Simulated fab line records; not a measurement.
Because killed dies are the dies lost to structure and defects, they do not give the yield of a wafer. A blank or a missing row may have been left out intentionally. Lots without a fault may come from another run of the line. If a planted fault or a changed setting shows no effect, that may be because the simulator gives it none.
fab line records ; flow gf180mcu
record: lots: 6; wafers: 18; last-day: 34
route steps=602 shown V2@382
lots with no fault: from the same line, run without faults
start-h: hours from the record's opening day to when the first of the lot's shown wafers began ; wait-h: time in hours since the lot's previous step ; " identical to the entry in the row above ; L1.1+2: a row that stands for several wafers ; - either no value or no given start ; * or withheld: withheld ; < > ~ a bound
route shown NAME@n: a module of which the file shows steps, and the number in the route of the first ; usual: average and standard deviation across the fault-free wafers ; same: alike in all rows ; chamber/n: place in a boat ; sites: readings site by site ; _std_site: how widely they spread, as a standard deviation ; _edge_site: inner sites' mean taken away from outer sites' mean ; radius-mm: for every site, how far away it sits from the centre of the wafer ; mask NAME#n: copy n ; behind: the last tool/chamber to shape the wafer ; hold: the reason the lot was held/the length of the hold in hours/how it ended ; device: names the non-switching transistor (n, p or np) ; end of line: the tests these same wafers got at the end of their route ; a step without rows: its recipe alone ; killed: dies lost to structure and defects at the first sort, not the wafer's yield ; map: dies across one wafer; x = killed, . = not, _ = none there
set.NAME: setting as actually run; set.NAME@STEP: the setting as run at that earlier step ; model.NAME: the simulator's own value behind a step, which no gauge read
a table for each step, a row for each wafer; lots at some steps of the route
services: a tool's chamber out of use, with start hour (start-h, from the record's first day; less than 0 if before it), hours out, and reason
== steps ==
step: GF_V2_CVD_00
recipe: material: SiO2; target-thk-nm: 600; sigma-open-frac: 0.3; temp-c: 400; time-s: 100; sih4-flow-sccm: 60; pressure-mtorr: 6
step: GF_V2_THK_MEAS_01
recipe: reads: SiO2_of_V2_CVD_00
usual: V2_CVD_00_THK: 601/5.3
lot.wafer;tool;chamber;start-h;wait-h;V2_CVD_00_THK[nm]
L664.1;film-metro-01;-;442.33;0.1;598
L664.2;film-metro-01;-;442.33;0.1;608
L664.3;film-metro-01;-;442.33;0.1;604
L666.1;film-metro-03;-;461.76;0.0;598
L666.3;film-metro-03;-;461.76;0.0;595
L666.6;film-metro-03;-;461.76;0.0;600
L681.1;film-metro-04;-;592.42;0.0;597
L681.3;film-metro-04;-;592.42;0.0;600
L681.6;film-metro-04;-;592.42;0.0;599
L682.2;film-metro-01;-;595.47;0.0;594
L682.3;film-metro-01;-;595.47;0.0;611
L682.4;film-metro-01;-;595.47;0.0;610
L683.3;film-metro-04;-;606.99;0.1;610
L683.4;film-metro-04;-;606.99;0.1;605
L683.6;film-metro-04;-;606.99;0.1;609
L685.2;film-metro-03;-;620.25;0.0;599
L685.3;film-metro-03;-;620.25;0.0;604
L685.6;film-metro-03;-;620.25;0.0;596
step: GF_V2_CVD_02
recipe: material: SiO2; target-thk-nm: 850; precursor: TEOS; temp-c: 400; time-s: 94.851; rf-w: 600
usual: heater-power-w: 639/88
lot.wafer;tool;chamber;start-h;wait-h;heater-power-w
L664.1;pecvd-01;1;442.39;0.1;625
L664.2;pecvd-01;2;442.39;0.1;579
L664.3;pecvd-01;0;442.39;0.1;538
L666.1;pecvd-04;2;461.82;0.1;598
L666.3;pecvd-04;0;461.82;0.1;716
L666.6;pecvd-04;2;461.82;0.1;662
L681.1;pecvd-01;1;592.48;0.1;505
L681.3;pecvd-01;0;592.48;0.1;637
L681.6;pecvd-01;0;592.48;0.1;520
L682.2;pecvd-04;0;595.52;0.0;797
L682.3;pecvd-04;2;595.52;0.0;696
L682.4;pecvd-04;2;595.52;0.0;725
L683.3;pecvd-04;0;607.03;0.0;714
L683.4;pecvd-04;1;607.03;0.0;539
L683.6;pecvd-04;0;607.03;0.0;747
L685.2;pecvd-01;1;620.30;0.0;503
L685.3;pecvd-01;2;620.30;0.0;609
L685.6;pecvd-01;1;620.30;0.0;576
step: GF_V2_THK_MEAS_03
recipe: reads: SiO2_of_V2_CVD_02
usual: V2_CVD_02_THK: 853/10
lot.wafer;tool;chamber;start-h;wait-h;V2_CVD_02_THK[nm]
L664.1;film-metro-04;-;442.46;0.0;856
L664.2;film-metro-04;-;442.46;0.0;855
L664.3;film-metro-04;-;442.46;0.0;850
L666.1;film-metro-04;-;461.89;0.0;840
L666.3;film-metro-04;-;461.89;0.0;850
L666.6;film-metro-04;-;461.89;0.0;861
L681.1;film-metro-04;-;592.55;0.0;850
L681.3;film-metro-04;-;592.55;0.0;844
L681.6;film-metro-04;-;592.55;0.0;863
L682.2;film-metro-03;-;595.60;0.0;856
L682.3;film-metro-03;-;595.60;0.0;851
L682.4;film-metro-03;-;595.60;0.0;865
L683.3;film-metro-03;-;607.12;0.1;856
L683.4;film-metro-03;-;607.12;0.1;878
L683.6;film-metro-03;-;607.12;0.1;870
L685.2;film-metro-04;-;620.38;0.0;835
L685.3;film-metro-04;-;620.38;0.0;840
L685.6;film-metro-04;-;620.38;0.0;863
step: GF_V2_CMP_04
recipe: material: SiO2; down-force-psi: 4; platen-rpm: 60; pad-velocity-m-s: 0.94248
usual: head-pressure-psi: 4.000/0.0093; motor-current-A: 12.0/1.3; retaining-ring-pressure-frac: 1.000/0.0051; slurry-flow-ml-min: 149.9/0.45; time-to-endpoint-s: 83/5.1
lot.wafer;tool;chamber;start-h;wait-h;head-pressure-psi;motor-current-A;retaining-ring-pressure-frac;slurry-flow-ml-min;time-to-endpoint-s
L664.3;cmp-02;1;442.52;0.0;4.006;12.3;0.999;149.5;76
L664.1;cmp-02;3;442.52;0.0;3.995;10.2;0.997;150.0;78
L664.2;cmp-02;0;442.52;0.0;4.007;11.0;0.998;150.4;79
L666.1;cmp-01;3;462.00;0.1;3.986;13.5;0.996;150.1;82
L666.3;cmp-01;1;462.00;0.1;3.981;11.5;0.997;149.9;86
L666.6;cmp-01;3;462.00;0.1;3.989;14.3;0.993;150.0;92
L681.3;cmp-02;3;592.71;0.1;4.012;10.1;0.991;150.0;78
L681.1;cmp-02;0;592.71;0.1;4.002;11.3;1.004;150.2;79
L681.6;cmp-02;2;592.71;0.1;4.004;12.4;0.994;149.2;88
L682.3;cmp-02;2;595.65;0.0;3.998;12.2;1.011;149.5;84
L682.2;cmp-02;0;595.65;0.0;3.988;11.1;1.005;149.7;82
L682.4;cmp-02;1;595.65;0.0;3.992;12.2;0.994;150.0;84
L683.3;cmp-02;0;607.26;0.1;3.990;11.4;1.001;149.3;83
L683.4;cmp-02;1;607.26;0.1;3.996;12.7;0.993;150.2;92
L683.6;cmp-02;3;607.26;0.1;3.994;9.4;0.994;149.7;90
L685.3;cmp-02;3;620.48;0.1;3.996;9.5;1.002;150.3;80
L685.2;cmp-02;1;620.48;0.1;3.997;13.3;1.010;150.0;77
L685.6;cmp-02;3;620.48;0.1;3.985;9.9;0.998;150.4;92
step: GF_V2_BOW_MEAS_05
recipe: mode: bow
usual: V2_BOW: 98/9
lot.wafer;tool;chamber;start-h;wait-h;V2_BOW[um]
L664.1;film-metro-03;-;442.82;0.1;101
L664.2;film-metro-03;-;442.82;0.1;102
L664.3;film-metro-03;-;442.82;0.1;92
L666.1;film-metro-04;-;462.25;0.2;81
L666.3;film-metro-04;-;462.25;0.2;99
L666.6;film-metro-04;-;462.25;0.2;99
L681.1;film-metro-04;-;592.91;0.1;101
L681.3;film-metro-04;-;592.91;0.1;102
L681.6;film-metro-04;-;592.91;0.1;104
L682.2;film-metro-01;-;595.97;0.2;93
L682.3;film-metro-01;-;595.97;0.2;88
L682.4;film-metro-01;-;595.97;0.2;96
L683.3;film-metro-03;-;607.50;0.2;98
L683.4;film-metro-03;-;607.50;0.2;99
L683.6;film-metro-03;-;607.50;0.2;91
L685.2;film-metro-01;-;620.75;0.1;104
L685.3;film-metro-01;-;620.75;0.1;98
L685.6;film-metro-01;-;620.75;0.1;92
step: GF_V2_DEHYDRATE_06
recipe: temp-c: 200; time-s: 60
step: GF_V2_HMDS_07
recipe: prime-time-s: 60; prime-temp-c: 120
step: GF_V2_COAT_08
recipe: resist: BARC; temp-c: withheld; time-s: withheld; spin-rpm: withheld; resist-thk-nm: withheld
step: GF_V2_COAT_09
recipe: resist: KrF; spin-rpm: withheld; resist-thk-nm: 1000
step: GF_V2_SOFTBAKE_10
recipe: temp-c: 130; time-s: 60; resist: KrF
step: GF_V2_EXPOSE_11
recipe: mask-id: Via2; target-cd-nm: 260; na: 0.68; source-shape: conventional; sigma-outer: 0.6; dose-mj: 38
step: GF_V2_PEB_12
recipe: peb-temp-c: 135; peb-time-s: 90; resist: KrF
usual: chill-plate-temp-C: 23.00/0.11; exhaust-pa: 44.7/0.87
lot.wafer;tool;chamber;start-h;wait-h;chill-plate-temp-C;exhaust-pa
L664.1;litho-track-01;0;466.50;-;22.97;44.9
L664.2;litho-track-01;0;466.50;-;22.99;45.5
L664.3;litho-track-01;0;466.50;-;23.01;46.2
L666.1;litho-track-04;0;486.69;-;22.95;46.1
L666.3;litho-track-04;0;486.69;-;22.99;45.8
L666.6;litho-track-04;0;486.69;-;22.85;46.2
L681.1;litho-track-04;-;613.19;-;-;-
L681.3;litho-track-04;-;613.19;-;-;-
L681.6;litho-track-04;-;613.19;-;-;-
L682.2;litho-track-04;-;616.63;-;-;-
L682.3;litho-track-04;-;616.63;-;-;-
L682.4;litho-track-04;-;616.63;-;-;-
L683.3;litho-track-01;0;628.07;-;22.92;44.0
L683.4;litho-track-01;0;628.07;-;22.97;45.3
L683.6;litho-track-01;0;628.07;-;22.86;44.8
L685.2;litho-track-03;0;641.32;-;23.01;43.7
L685.3;litho-track-03;0;641.32;-;22.96;43.6
L685.6;litho-track-03;0;641.32;-;23.11;44.4
step: GF_V2_DEVELOP_13
recipe: develop-time-s: 60; resist: KrF; dev-temp-c: 21
== services ==
tool;chamber;start-h;hours;kind
cmp-01;-;437.14;2.8;repair
cmp-02;-;481.70;1.3;repair
cmp-02;-;497.50;0.8;repair
litho-track-01;-;512.97;-;consumable-replace:filter
cmp-02;-;513.11;0.2;repair
cmp-01;-;519.34;0.7;repair
cmp-01;-;523.45;0.3;repair
cmp-02;-;538.80;5.5;pm
pecvd-01;1;548.20;-;calibration
cmp-02;-;558.78;2.4;repair
cmp-01;-;572.05;4.0;pm
cmp-01;-;576.05;-;consumable-replace:conditioner
cmp-01;-;576.05;-;consumable-replace:pad
pecvd-01;2;576.81;4.8;repair
cmp-01;-;591.01;0.5;repair
cmp-01;-;601.76;2.0;repair
cmp-02;-;612.09;0.8;repair
pecvd-04;-;618.89;5.5;pm
cmp-01;-;622.45;6.4;pm
litho-track-04;-;632.32;-;consumable-replace:filter
cmp-02;-;639.63;5.3;pm
== key ==
first-sign: step: GF_V2_PEB_12; reading: tool-record; direction: missing
effect none on later readings
met-at GF_V2_PEB_12
struck-wafers L681.1,L681.3,L681.6,L682.2,L682.3,L682.4
later-rows-left-out L681.1,L681.3,L681.6,L682.2,L682.3,L682.4
sort-left-out L681.1,L681.3,L681.6,L682.2,L682.3,L682.4
onset-between 486.69 613.19
fault: kind: skipped-step-whole; tool: litho-track-04; chamber: -; onset-h: 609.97; steps: GF_V2_PEB_12; scope: struck-lots-only
sort-left-out: the simulated sort isn't trusted on such a fault, so these wafers' sort isn't shown, and their yield isn't known
later-rows-left-out: the simulator's readings of these wafers behind a module that went badly wrong aren't trusted and aren't shown, but for the sort
